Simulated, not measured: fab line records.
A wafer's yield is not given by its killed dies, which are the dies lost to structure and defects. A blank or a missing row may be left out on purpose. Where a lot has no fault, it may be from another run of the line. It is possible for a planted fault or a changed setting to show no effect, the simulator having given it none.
Problem report in the 8D (eight disciplines) form, filled by code ; flow sky130 ; the parts of the form that need people (team, actions taken, sign-off) are left out

1. PROBLEM STATEMENT
Wafers free of any fault read 1750 nm (standard deviation 21) for VIA4_HDPCVD_THK at SKY_VIA4_THK_MEAS_01, against a mean of 814 nm on 2 wafers of 2 lots. Relative to the usual mean, that is a shift of -45 standard deviations.
Earliest sighting: wafer L189.5 on film-metro-04 at day 48 11:43. Wafers with a number at this step in the record: 39, from 13 lots. The rule behind "out" and "out of limits": a value lying over 4 standard deviations away from the usual mean. Any other wafer with a number is counted as sound.

2. WHAT IT IS, WHAT IT ISN'T
question;is;is not
which readings at this step;VIA4_HDPCVD_THK;-
which lots;L187, L189;L169, L170, L173, L174, L177, L180, L181, L182, L184, L188, L192
which wafers of those lots;L187.4, L189.5;L187.3, L187.5, L189.2, L189.3
read on which gauges;film-metro-01, film-metro-04;film-metro-02
when;from day 48 11:43;"up to then (32 sound wafers); but 5 sound wafers of L187, L192 came after"

3. SUSPECTS, AND WHAT RULES EACH OUT
Counting: a tool at a process step up to the reading stays a suspect if it ran every lot that is out. Sound lots after the first of them don't rule it out here, since some wafers of a struck lot are sound.
- the gauge at SKY_VIA4_THK_MEAS_01 is ruled out. 2 gauges (film-metro-01, film-metro-04) read the wafers that are out.
- hdpcvd-02 at SKY_VIA4_HDPCVD_00 (deposits SiO2, target thk 1750 nm, time 291.7 s): kept. It ran every lot that is out, first L189 (day 48 11:31); its last sound lot up to then is L180 (day 48 05:01).
Remaining after the count: hdpcvd-02 at SKY_VIA4_HDPCVD_00.

4. THE CAUSE (what the simulator had put in)
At SKY_VIA4_HDPCVD_00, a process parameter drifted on hdpcvd-02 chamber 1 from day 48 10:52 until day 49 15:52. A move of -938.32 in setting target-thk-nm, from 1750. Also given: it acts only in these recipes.
Counting left only this tool.

5. THE CHAIN OF EFFECTS, in route order
Each row: a reading where the mean over the struck wafers with a number is more than 3 standard deviations away from the usual. Only readings whose record carries a usual standard deviation are examined. hours: median over the lots of the time between each lot's start at the first step of this table that gives one and its start at this step. sigmas: the change, counted in usual standard deviations.
hours;step;reading;usual;on struck wafers;change;sigmas
0;SKY_VIA4_THK_MEAS_01;VIA4_HDPCVD_THK;1750 nm;814;-936;-45
At these later measuring or inspecting steps, every struck wafer for which the step has a row has a number for every such reading, and none has moved that far: SKY_VIA4_BOW_MEAS_03.

6. HOW IT WOULD HAVE BEEN CAUGHT EARLIER
In this record the first reading out of limits at a measuring or inspecting step was taken at day 48 11:43, 1 hour after the fault began at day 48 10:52.
Among the 2 lots that are out, L187 began SKY_VIA4_HDPCVD_00 on hdpcvd-02 after day 48 11:43. A hold on the tool at that time would have spared it.
